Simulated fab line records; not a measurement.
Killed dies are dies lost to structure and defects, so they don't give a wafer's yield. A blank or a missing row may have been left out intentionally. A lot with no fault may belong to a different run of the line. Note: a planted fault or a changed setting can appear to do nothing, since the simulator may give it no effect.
fab line records	flow gf180mcu
record: lots: 13	wafers: 39	last-day: 34
route steps=602 shown VT_IMPLANT@98 CONTACT@309 V1@352
lots with no fault: from the same line, run without faults
start-h: the number of hours between the record's first day and the start of the first shown wafer of the lot	wait-h: hours since the lot's step before	" unchanged from the row above	L1.1+2: a single row standing in for several wafers	- value missing, or start not given	* or withheld: withheld	< > ~ a bound
route shown NAME@n: NAME is a module with steps in the file, n the number in the route of the first one	usual: mean and standard deviation over wafers with no fault	same: alike in all rows	chamber/n: place in a boat	sites: readings site by site	_std_site: how widely they spread, as a standard deviation	_edge_site: mean of outer sites minus mean of inner sites	radius-mm: how far each site lies from the wafer's centre	mask NAME#n: copy n	behind: the last tool/chamber to shape the wafer	hold: why the lot was held/for how many hours/how that ended	device: the n, p or np transistor that did not switch	end of line: the route-end tests of the same wafers	step lacking rows: just its recipe	killed: at the first sort, the dies lost to defects and structure; wafer yield is something else	map: dies across one wafer; x = killed, . = not, _ = none there
set.NAME: the setting the step ran with; set.NAME@STEP: the setting that earlier step ran with	model.NAME: the simulator's own value behind a step, which no gauge read
route steps across a sampled set of lots; one table per step, one row per wafer
services: from which hour (start-h, from the record's first day; less than 0 if before it) a tool's chamber was out of use, for how many hours, and why
== steps ==
step: GF_VT_IMPLANT_IMPLANT_08
recipe: species: BF2	energy-kev: 20	dose-cm2: 8.29e+12	tilt-deg: 7
usual: dose-ions-cm2: 8.29e+12/7.6e+09	faraday-current-uA: 46.8/0.95
lot.wafer	tool	chamber	start-h	wait-h	dose-ions-cm2	faraday-current-uA
L113.1	implanter-03	0	113.62	0.0	8.278e+12	48.5
L113.3	"	0	"	"	8.294e+12	46.9
L113.4	"	0	"	"	8.281e+12	47.7
L114.2	implanter-01	0	119.09	0.0	8.29e+12	47.6
L114.3	"	0	"	"	8.287e+12	45.8
L114.4	"	0	"	"	8.298e+12	47.3
L115.4	implanter-01	0	124.15	0.1	8.3e+12	45.9
L115.5	"	0	"	"	8.298e+12	46.8
L115.6	"	0	"	"	8.287e+12	48.2
L116.2	implanter-01	0	131.09	0.0	8.277e+12	48.3
L116.3	"	0	"	"	8.287e+12	46.4
L116.5	"	0	"	"	8.282e+12	47.1
L117.1	implanter-03	0	141.57	0.0	8.289e+12	46.0
L117.4	"	0	"	"	8.296e+12	46.9
L117.6	"	0	"	"	8.299e+12	47.2
L119.3	implanter-01	0	154.01	0.1	8.274e+12	47.1
L119.5	"	0	"	"	8.284e+12	45.0
L119.6	"	0	"	"	8.278e+12	47.6
L121.1	implanter-01	0	164.31	0.0	8.288e+12	46.8
L121.3	"	0	"	"	8.294e+12	46.8
L121.5	"	0	"	"	8.303e+12	46.6
L124.3	implanter-03	0	181.17	0.1	8.293e+12	47.6
L124.4	"	0	"	"	8.284e+12	45.8
L124.6	"	0	"	"	8.3e+12	45.0
L126.2	implanter-01	0	191.27	0.0	1.6029e+13	94.2
L126.3	"	0	"	"	1.6033e+13	86.7
L126.4	"	0	"	"	1.6033e+13	87.7
L128.3	implanter-03	0	205.51	0.1	8.302e+12	46.9
L128.4	"	0	"	"	8.275e+12	46.9
L128.5	"	0	"	"	8.291e+12	47.1
L129.1	implanter-01	0	212.12	0.0	1.6039e+13	91.3
L129.2	"	0	"	"	1.6036e+13	90.7
L129.6	"	0	"	"	1.6032e+13	90.3
L135.4	implanter-04	0	248.77	0.1	8.284e+12	46.5
L135.5	"	0	"	"	8.291e+12	47.4
L135.6	"	0	"	"	8.293e+12	47.5
L136.2	implanter-04	0	253.09	0.0	8.285e+12	47.0
L136.3	"	0	"	"	8.294e+12	46.9
L136.4	"	0	"	"	8.299e+12	46.4
step: GF_VT_IMPLANT_TW_MEAS_10
usual: VT_IMPLANT_TW: 564/3.9
lot.wafer	tool	chamber	start-h	wait-h	VT_IMPLANT_TW
L113.1	film-metro-02	-	113.87	0.1	566
L113.3	"	-	"	"	566
L113.4	"	-	"	"	566
L114.2	film-metro-02	-	119.32	0.1	570
L114.3	"	-	"	"	567
L114.4	"	-	"	"	570
L115.4	film-metro-01	-	124.35	0.1	562
L115.5	"	-	"	"	564
L115.6	"	-	"	"	563
L116.2	film-metro-01	-	131.33	0.1	565
L116.3	"	-	"	"	566
L116.5	"	-	"	"	562
L117.1	film-metro-04	-	141.82	0.1	561
L117.4	"	-	"	"	562
L117.6	"	-	"	"	560
L119.3	film-metro-01	-	154.23	0.1	565
L119.5	"	-	"	"	567
L119.6	"	-	"	"	564
L121.1	film-metro-04	-	164.56	0.1	563
L121.3	"	-	"	"	561
L121.5	"	-	"	"	561
L124.3	film-metro-02	-	181.39	0.1	569
L124.4	"	-	"	"	569
L124.6	"	-	"	"	568
L126.2	film-metro-04	-	191.51	0.1	685
L126.3	"	-	"	"	683
L126.4	"	-	"	"	686
L128.3	film-metro-02	-	205.73	0.1	573
L128.4	"	-	"	"	569
L128.5	"	-	"	"	570
L129.1	film-metro-04	-	212.37	0.1	689
L129.2	"	-	"	"	689
L129.6	"	-	"	"	689
L135.4	film-metro-01	-	248.98	0.1	564
L135.5	"	-	"	"	562
L135.6	"	-	"	"	567
L136.2	film-metro-02	-	253.33	0.1	564
L136.3	"	-	"	"	566
L136.4	"	-	"	"	563
step: GF_CONTACT_SPUTTER_22
recipe: material: Ti	target-thk-nm: 15	chamber-pressure-pa: 5	power-w: 2500	substrate-temp-c: 200	time-s: 80.02
usual: cathode-dc-power-W: 2499.9/0.45	throttle-valve-pct: 30.5/1.6
lot.wafer	tool	chamber	start-h	wait-h	cathode-dc-power-W	throttle-valve-pct
L113.1	pvd-sputter-02	-	367.24	0.0	2500.2	28.2
L113.3	"	-	"	"	2499.1	28.6
L113.4	"	-	"	"	2500.2	33.6
L114.2	pvd-sputter-04	-	376.64	0.0	2499.6	31.3
L114.3	"	-	"	"	2500.2	29.5
L114.4	"	-	"	"	2500.0	29.0
L115.4	pvd-sputter-02	-	381.64	0.0	2500.2	28.8
L115.5	"	-	"	"	2501.2	28.8
L115.6	"	-	"	"	2499.5	30.6
L116.2	pvd-sputter-02	-	400.33	0.0	2500.3	29.0
L116.3	"	-	"	"	2500.2	33.6
L116.5	"	-	"	"	2499.7	28.2
L117.1	pvd-sputter-02	-	405.25	0.0	2500.2	33.6
L117.4	"	-	"	"	2500.4	28.7
L117.6	"	-	"	"	2500.0	33.5
L119.3	pvd-sputter-03	-	431.48	0.0	2499.8	31.1
L119.5	"	-	"	"	2500.2	30.2
L119.6	"	-	"	"	2499.8	31.6
L121.1	pvd-sputter-02	-	443.18	0.0	2499.6	28.8
L121.3	"	-	"	"	2500.3	28.2
L121.5	"	-	"	"	2500.0	29.0
L124.3	pvd-sputter-02	-	468.04	0.0	2500.3	28.8
L124.4	"	-	"	"	2499.3	28.2
L124.6	"	-	"	"	2500.1	28.3
L126.2	pvd-sputter-02	-	478.79	0.0	2499.8	30.9
L126.3	"	-	"	"	2500.0	33.6
L126.4	"	-	"	"	2499.5	28.7
L128.3	pvd-sputter-02	-	501.48	0.0	2500.0	30.6
L128.4	"	-	"	"	2499.5	28.9
L128.5	"	-	"	"	2500.6	28.1
L129.1	pvd-sputter-03	-	510.44	0.0	2500.5	32.5
L129.2	"	-	"	"	2499.7	30.4
L129.6	"	-	"	"	2499.8	31.1
L135.4	pvd-sputter-03	-	554.68	0.0	2501.0	31.2
L135.5	"	-	"	"	2500.0	30.1
L135.6	"	-	"	"	2499.8	31.3
L136.2	pvd-sputter-03	-	561.73	0.0	2500.2	30.2
L136.3	"	-	"	"	2499.4	31.1
L136.4	"	-	"	"	2499.2	30.7
step: GF_V1_ETCH_17
recipe: chemistry: C4F8/O2/Ar	mask-material: KrF	target: SiO2	stop-on: TiN	source-w: 1500	bias-w: 1200	pressure-mtorr: 40	c4f8-flow-sccm: withheld	O2_flow_sccm: 6	Ar_flow_sccm: 300	time-s: withheld	target-depth-a: 6300
usual: oes-product-au: 0.856/0.005
lot.wafer	tool	chamber	start-h	wait-h	oes-product-au
L113.1	rie-diel-03	0	-	-	0.855
L113.3	"	2	"	"	0.862
L113.4	"	1	"	"	0.862
L114.2	rie-diel-03	3	-	-	0.851
L114.3	"	2	"	"	0.854
L114.4	"	1	"	"	0.866
L115.4	rie-diel-03	0	-	-	0.863
L115.5	"	3	"	"	0.856
L115.6	"	0	"	"	0.863
L116.2	rie-diel-04	2	-	-	0.847
L116.3	"	1	"	"	0.856
L116.5	"	1	"	"	0.855
L117.1	rie-diel-01	2	-	-	0.851
L117.4	"	3	"	"	0.864
L117.6	"	2	"	"	0.856
L119.3	rie-diel-03	3	-	-	0.853
L119.5	"	0	"	"	0.856
L119.6	"	1	"	"	0.856
L121.1	rie-diel-03	0	-	-	0.863
L121.3	"	3	"	"	0.862
L121.5	"	0	"	"	0.855
L124.3	rie-diel-03	0	-	-	0.858
L124.4	"	2	"	"	0.852
L124.6	"	2	"	"	0.856
L126.2	rie-diel-03	0	-	-	0.857
L126.3	"	3	"	"	0.857
L126.4	"	2	"	"	0.857
L128.3	rie-diel-03	1	-	-	0.853
L128.4	"	0	"	"	0.853
L128.5	"	3	"	"	0.861
L129.1	rie-diel-03	1	-	-	0.853
L129.2	"	2	"	"	0.852
L129.6	"	3	"	"	0.862
L135.4	rie-diel-01	2	-	-	0.866
L135.5	"	3	"	"	0.861
L135.6	"	0	"	"	0.857
L136.2	rie-diel-04	2	-	-	0.852
L136.3	"	0	"	"	0.857
L136.4	"	3	"	"	0.855
step: GF_V1_STRIP_18
recipe: chemistry: O2/N2	power-w: 1400	pressure-mtorr: 1500	platen-temp-c: 250	o2-flow-sccm: 3000	n2-flow-sccm: 300	overash-fraction: 0.5
usual: drypump-motor-current-A: 5.62/0.2	heater-power-w: 350/25	oes-product-au: 0.592/0.0047
lot.wafer	tool	chamber	start-h	wait-h	drypump-motor-current-A	heater-power-w	oes-product-au	rf-hours-counter-h
L113.1	plasma-asher-03	0	416.61	-	5.72	376	0.590	73
L113.3	"	0	"	"	5.71	387	0.587	-
L113.4	"	1	"	"	5.64	354	0.597	-
L114.2	plasma-asher-04	0	426.70	-	5.73	358	0.598	61
L114.3	"	0	"	"	5.74	361	0.590	-
L114.4	"	1	"	"	5.20	325	0.599	-
L115.4	plasma-asher-03	0	431.70	-	5.67	386	0.594	-
L115.5	"	1	"	"	5.65	363	0.589	-
L115.6	"	0	"	"	5.68	382	0.586	-
L116.2	plasma-asher-04	0	451.08	-	5.71	367	0.603	64
L116.3	"	0	"	"	5.76	356	0.591	-
L116.5	"	1	"	"	5.20	325	0.588	-
L117.1	plasma-asher-02	0	456.11	-	5.66	312	0.590	36
L117.4	"	0	"	"	5.66	313	0.592	-
L117.6	"	0	"	"	5.66	310	0.592	-
L119.3	plasma-asher-03	0	483.55	-	5.74	390	0.597	-
L119.5	"	0	"	"	5.72	381	0.603	-
L119.6	"	1	"	"	5.66	364	0.591	-
L121.1	plasma-asher-03	0	494.34	-	5.68	395	0.579	6
L121.3	"	1	"	"	5.65	368	0.590	-
L121.5	"	0	"	"	5.68	381	0.584	-
L124.3	plasma-asher-02	0	518.55	-	5.65	313	0.592	-
L124.4	"	1	"	"	5.84	331	0.587	-
L124.6	"	0	"	"	5.67	310	0.595	-
L126.2	plasma-asher-04	0	527.76	-	5.76	360	0.603	72
L126.3	"	1	"	"	5.21	326	0.588	-
L126.4	"	0	"	"	5.72	358	0.590	-
L128.3	plasma-asher-02	1	549.58	-	5.84	331	0.590	-
L128.4	"	0	"	"	5.69	314	0.592	-
L128.5	"	1	"	"	5.82	336	0.591	-
L129.1	plasma-asher-04	1	558.69	-	5.19	318	0.591	75
L129.2	"	0	"	"	5.72	352	0.592	75
L129.6	"	1	"	"	5.20	323	0.594	-
L135.4	plasma-asher-04	1	601.10	-	5.22	333	0.591	-
L135.5	"	1	"	"	5.21	326	0.597	-
L135.6	"	0	"	"	5.71	347	0.583	-
L136.2	plasma-asher-03	0	607.34	-	5.68	379	0.597	17
L136.3	"	0	"	"	5.66	382	0.590	-
L136.4	"	1	"	"	5.61	363	0.593	-
== services ==
tool	chamber	start-h	hours	kind
rie-diel-03	2	91.05	5.6	repair
rie-diel-03	3	108.15	34.0	repair
plasma-asher-04	-	123.74	0.7	repair
implanter-01	-	127.91	2.0	repair
rie-diel-03	1	143.92	14.2	repair
implanter-01	-	155.99	3.2	repair
implanter-01	-	172.26	2.5	repair
rie-diel-03	0	208.18	65.9	repair
implanter-01	-	255.34	2.1	repair
implanter-01	-	261.87	8.7	repair
pvd-sputter-02	-	277.39	1.7	repair
plasma-asher-03	-	283.32	1.3	repair
plasma-asher-03	-	289.55	2.9	repair
plasma-asher-04	-	301.93	12.0	repair
rie-diel-03	3	308.15	11.7	repair
plasma-asher-03	-	339.36	3.4	repair
plasma-asher-03	-	357.17	2.8	pm
pvd-sputter-02	-	383.22	9.4	repair
implanter-01	-	448.43	1.4	repair
implanter-01	-	463.61	5.3	pm
rie-diel-03	3	522.27	4.9	repair
pvd-sputter-02	-	531.99	2.6	repair
rie-diel-03	-	555.55	2.8	pm
pvd-sputter-02	-	569.38	0.7	repair
== key ==
first-sign: step: GF_VT_IMPLANT_IMPLANT_08	reading: dose-ions-cm2	direction: up	sigmas: 99+	usual: 8.29e+12	struck: 1.6033e+13
effect: step: GF_VT_IMPLANT_IMPLANT_08	reading: faraday-current-uA	direction: up	sigmas: 46	usual: 46.8	struck: 90.1
effect: step: GF_VT_IMPLANT_TW_MEAS_10	reading: VT_IMPLANT_TW	direction: up	sigmas: 32	usual: 564	struck: 687
met-at GF_VT_IMPLANT_IMPLANT_08
struck-lots L126,L129
tester-left-out L126,L129
not-acting-at GF_CONTACT_SPUTTER_22,GF_V1_ETCH_17,GF_V1_STRIP_18
onset-between 164.31 191.27
fault: kind: process-parameter-drift	tool: implanter-01	chamber: -	onset-h: 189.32	steps: GF_VT_IMPLANT_IMPLANT_08	channel: dose-cm2	offset: 7.7444e+12	shape: step	end-h: 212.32	acts-in: these-recipes-only	stated: 8.29e+12
tester-left-out: of these lots the tester's yield and bins aren't shown, on N5 and GAA mostly nor the transistor test; their killed dies are dies lost to structure and defects alone, not to doping, threshold or leakage, so they don't give the yield
